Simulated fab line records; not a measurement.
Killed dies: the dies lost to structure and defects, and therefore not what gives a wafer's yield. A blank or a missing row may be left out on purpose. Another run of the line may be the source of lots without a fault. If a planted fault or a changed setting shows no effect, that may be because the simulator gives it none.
Matching of chambers | flow gf180mcu | pecvd-02 running GF_V5_CVD_02: 3 sister chambers
The step deposits SiO2 from TEOS, target thk 1450 nm, time 163.28 s. 24 wafers are shown with their chamber, then 12 later ones without.

## WAFERS, EACH WITH ITS CHAMBER
wafer  | chamber | heater power w (W) | rf fwd power W (W)
L075.1 | 0       | 631                | 596.3
L075.2 | 2       | 580                | 597.2
L075.5 | 1       | 583                | 598.4
L076.1 | 0       | 615                | 597.5
L076.2 | 1       | 703                | 599.5
L076.4 | 0       | 690                | 598.2
L077.1 | 0       | 712                | 602.3
L077.3 | 2       | 478                | 599.0
L077.6 | 2       | 545                | 596.9
L079.1 | 0       | 676                | 601.1
L079.3 | 1       | 710                | 597.1
L079.6 | 0       | 561                | 600.7
L080.2 | 2       | 503                | 600.6
L080.4 | 2       | 558                | 599.5
L080.6 | 1       | 705                | 598.3
L081.1 | 1       | 635                | 596.9
L081.3 | 2       | 568                | 594.8
L081.4 | 2       | 467                | 597.9
L084.3 | 0       | 636                | 600.3
L084.5 | 1       | 745                | 599.9
L084.6 | 0       | 690                | 597.2
L085.2 | 2       | 585                | 603.8
L085.4 | 1       | 726                | 600.6
L085.6 | 2       | 462                | 599.9

SIGNATURES (means of the wafers above)
reading        | chamber 0 | chamber 1 | chamber 2 | scatter within a chamber
heater power w | 651.38    | 686.71    | 527.33    | 52
rf fwd power W | 599.200   | 598.671   | 598.844   | 2.16
Rule: a wafer lies at a distance from a chamber equal to the root of the sum of squares, over the readings, of (its reading less the chamber's mean, divided by the reading's scatter). If the next closest chamber is less than 2 further off than the closest, the wafer can't be placed; otherwise it belongs to the closest. The scatter: the root of (the sum of the squares of (reading less its chamber's mean) over the shown wafers, divided by (wafers less chambers)).

## WAFERS WHOSE CHAMBER IS MISSING
wafer  | heater power w (W) | rf fwd power W (W)
L088.2 | 705                | 599.7
L088.3 | 689                | 598.8
L088.6 | 731                | 594.1
L089.1 | 675                | 594.6
L089.3 | 555                | 600.5
L089.6 | 721                | 598.4
L094.2 | 530                | 598.6
L094.4 | 559                | 597.5
L094.6 | 587                | 598.4
L096.1 | 491                | 596.2
L096.2 | 615                | 595.8
L096.6 | 585                | 596.2

## EACH ONE'S CHAMBER
wafer  | from the rows above          | in truth
L088.2 | can't be placed: 1 or 0      | 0
L088.3 | can't be placed: 1 or 0      | 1
L088.6 | can't be placed: 1 or 0      | 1
L089.1 | can't be placed: 1 or 0 or 2 | 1
L089.3 | can't be placed: 2 or 0 or 1 | 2
L089.6 | can't be placed: 1 or 0      | 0
L094.2 | 2                            | 2
L094.4 | can't be placed: 2 or 0 or 1 | 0
L094.6 | can't be placed: 2 or 0 or 1 | 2
L096.1 | can't be placed: 2 or 0      | 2
L096.2 | can't be placed: 0 or 1 or 2 | 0
L096.6 | can't be placed: 2 or 0 or 1 | 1
Correctly placed: 1 of 12. Can't be placed from these rows: 11 (the true chamber is among the candidates in 11). Wrongly placed: 0.
